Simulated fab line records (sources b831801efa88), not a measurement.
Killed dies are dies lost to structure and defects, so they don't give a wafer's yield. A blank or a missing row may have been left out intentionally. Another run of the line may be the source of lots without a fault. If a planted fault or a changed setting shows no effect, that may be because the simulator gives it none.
Struck lot and sound lot, side by side    flow gf180mcu    40 out of 602 route steps
Sound: these wafers, L946.1, L946.3, L946.4. Wafers L941.5, L941.6 were the ones struck. Last of all comes the cause.
For every step that has rows: the tool of each side, followed by ch and its chambers, followed by its first start. Under that, the readings that differ: sound wafers    struck wafers    difference of the means    sigmas: that difference in standard deviations of wafers without a fault.
alike: same words and numbers on both sides, and readings whose means sit less than 2 such deviations apart. not compared: any withheld reading, any reading some wafer has no value for, any bound like >300 that may hide the same value, and any number with overlapping values for which the record gives no deviation.
The two part at a step that has a row with sigmas, a row that says differs or no value, or rows on one side only. Non-overlapping numbers with no deviation appear without sigmas and do not part them. Lack of a reading on every wafer of one side parts them only where that side has two or more wafers.

first, 3 steps without rows for these wafers: GF_SAB_STRIP_13 (strips in O2/N2); GF_SALICIDE_CLEAN_00 (cleans in SC1/SC2, time 150 s); GF_SALICIDE_WET_ETCH_01 (etches SiO2 in dHF, target depth 5 nm, time 100 s).
GF_SALICIDE_SPUTTER_02: material Co, target thk 10 nm, time 20 s.
  sound: pvd sputter-02 at day 20 22:44; struck: pvd sputter-04 at day 19 09:20
  alike: chamber pressure pa, throttle valve pct
then, 1 step without rows for these wafers: GF_SALICIDE_SPUTTER_03 (material TiN, target thk 20 nm, time 16.7 s).
GF_SALICIDE_RS_MEAS_04: uses a four-point probe to measure.
  sound: film metro-01 at day 20 22:48; struck: film metro-03 at day 19 09:30
  alike: SALICIDE_TIN_RS
GF_SALICIDE_THK_MEAS_05: measures by xrf.
  sound: film metro-01 at day 20 22:55; struck: film metro-03 at day 19 09:35
  alike: SALICIDE_TIN_THK
then, 2 steps without rows for these wafers: GF_SALICIDE_RTA_06 (time 30 s); GF_SALICIDE_WET_ETCH_07 (etches the open film in SPM, target depth 120 nm).
GF_SALICIDE_RTA_08: time 30 s.
  sound on rtp anneal-01 ch 0, day 20 23:10; struck on rtp anneal-02 ch 0, day 19 09:52
reading             sound           struck     difference  sigmas
lamp power pct (%)  14.1 14.0 14.0  16.0 16.0  +2.0        +2
  alike: wafer_temp_C_max
then, 1 step without rows for these wafers: GF_CONTACT_CVD_00 (deposits SiO2, target thk 300 nm, time 50 s).
GF_CONTACT_THK_MEAS_01:
  sound: film metro-01 at day 20 23:19; struck: film metro-01 at day 19 10:01
  alike: CONTACT_CVD_00_THK
GF_CONTACT_CVD_02: deposits SiO2 from TEOS, target thk 860 nm, time 95.992 s.
  sound on pecvd-01 ch 1,2, day 20 23:22; struck on pecvd-03 ch 0,1, day 19 10:04
reading                                   sound              struck       difference  sigmas
model.SiO2_of_CONTACT_CVD_02.thk nm (nm)  846.6 862.6 875.6  255.6 260.5  -603.5      
  alike: heater power w
GF_CONTACT_THK_MEAS_03:
  sound: film metro-01 at day 20 23:26; struck: film metro-01 at day 19 10:08
reading                  sound        struck   difference  sigmas
CONTACT_CVD_02_THK (nm)  848 863 876  256 260  -604        -55
GF_CONTACT_CMP_04: polishes SiO2.
  sound on cmp-01 ch 0,2,3, day 20 23:30; struck on cmp-02 ch 0,3, day 19 10:22
reading                 sound           struck     difference  sigmas
motor current A (A)     11.7 13.1 12.2  11.0 10.4  -1.6        -2
time to endpoint s (s)  103 105 108     36 36      -69         -9
  alike: retaining ring pressure frac
GF_CONTACT_BOW_MEAS_05:
  sound: film metro-03 at day 20 23:48; struck: film metro-03 at day 19 10:32
  alike: CONTACT_BOW
then, 8 steps without rows for these wafers: GF_CONTACT_DEHYDRATE_06 (time 60 s); GF_CONTACT_HMDS_07 (prime time 60 s); GF_CONTACT_COAT_08; GF_CONTACT_COAT_09 (resist thk 1000 nm); GF_CONTACT_SOFTBAKE_10 (time 60 s); GF_CONTACT_EXPOSE_11 (exposes mask Contact, target cd 220 nm); GF_CONTACT_PEB_12 (peb time 90 s); GF_CONTACT_DEVELOP_13 (develop time 60 s).
GF_CONTACT_CD_MEAS_14: the cd target is 220 nm.
  sound: cd sem-02 at day 22 00:20; struck: cd sem-01 at day 20 11:04
  alike: cd nm
GF_CONTACT_OVL_MEAS_15:
  sound: overlay-02 at day 22 00:28; struck: overlay-01 at day 20 11:08
  alike: CONTACT_OVL
then, 1 step without rows for these wafers: GF_CONTACT_ETCH_16 (etches BARC in N2/H2).
GF_CONTACT_ETCH_17: etches SiO2 in C4F8/O2/Ar, stops on CoSi2, target depth 860 nm.
  sound: rie diel-04 ch 0,1,3; struck: rie diel-03 ch 0,1
reading                              sound              struck       difference  sigmas
oes product au (a.u.)                0.813 0.817 0.817  0.654 0.661  -0.158      -34
model.etch.depth nm (nm)             860.3 854.5 862.9  554.1 556.9  -303.7      
model.CONTACT.feature depth nm (nm)  860.3 854.5 862.9  554.1 556.9  -303.7      
  alike: bias w
then, 4 steps without rows for these wafers: GF_CONTACT_STRIP_18 (strips in O2/N2); GF_CONTACT_CLEAN_19 (cleans in SPM); GF_CONTACT_CLEAN_20 (cleans in DIW); GF_CONTACT_CLEAN_21 (cleans in dHF, time 20 s).
GF_CONTACT_SPUTTER_22: material Ti, target thk 15 nm, time 80.02 s.
  sound: pvd sputter-01 at day 22 00:58; struck: pvd sputter-02 at day 20 11:38
  alike: chamber pressure pa, throttle valve pct
then, 1 step without rows for these wafers: GF_CONTACT_SPUTTER_23 (material TiN, target thk 10 nm, time 40 s).
GF_CONTACT_CVD_24: deposits W, target thk 300 nm, time 90.339 s.
  sound on cvd w-01 ch 0,1, day 22 01:04; struck on cvd w-02 ch 0,1, day 20 11:46
  alike: heater power w
GF_CONTACT_RS_MEAS_25: uses a four-point probe to measure.
  sound: film metro-04 at day 22 01:10; struck: film metro-01 at day 20 11:53
  alike: CONTACT_W_RS
GF_CONTACT_THK_MEAS_26: measures by xrf.
  sound: film metro-04 at day 22 01:17; struck: film metro-01 at day 20 11:58
  alike: CONTACT_W_THK
GF_CONTACT_CMP_27: polishes, stops on SiO2, t overpolish 15 s, target thk 0 nm.
  sound on cmp-02 ch 1,2,3, day 22 01:21; struck on cmp-01 ch 1,2, day 20 12:11
reading                                   sound              struck       difference  sigmas
time to endpoint s (s)                    79 82 77           69 69        -10         -3
model.SiO2_of_CONTACT_CVD_02.thk nm (nm)  552.5 550.2 551.1  248.9 253.8  -299.9      
  alike: motor current A, overpolish run s, retaining ring pressure frac
GF_M1_SPUTTER_00: material Ti, target thk 37.5 nm, time 150 s.
  sound: pvd sputter-04 at day 22 01:39; struck: pvd sputter-03 at day 20 12:20
  alike: chamber pressure pa, throttle valve pct
-- the record jumps here: 12 days lie between the struck wafers' starts before and after (it left off in module M1 and takes up again in module PASSIVATION, whose first step shown is number 602 of the route) --
GF_PASSIVATION_PROBE_99:
  sound: prober-02 at day 33 15:14; struck: prober-01 at day 32 11:31
reading                           sound              struck       difference  sigmas
model.etest.contact poly.rc ohm   5.635 5.982 6.107  4.675 4.951  -1.095      
model.etest.contact nplus.rc ohm  5.07 5.06 5.281    4.201 4.14   -0.966      
model.etest.contact pplus.rc ohm  5.181 5.235 5.278  4.215 4.119  -1.064      

## WHERE THEY PART
At GF_SALICIDE_RTA_08 first; at GF_CONTACT_CMP_27 last (within this record only). Later steps at which nothing parts them and some readings are alike: GF_M1_SPUTTER_00.

WHY: what the simulator had put in
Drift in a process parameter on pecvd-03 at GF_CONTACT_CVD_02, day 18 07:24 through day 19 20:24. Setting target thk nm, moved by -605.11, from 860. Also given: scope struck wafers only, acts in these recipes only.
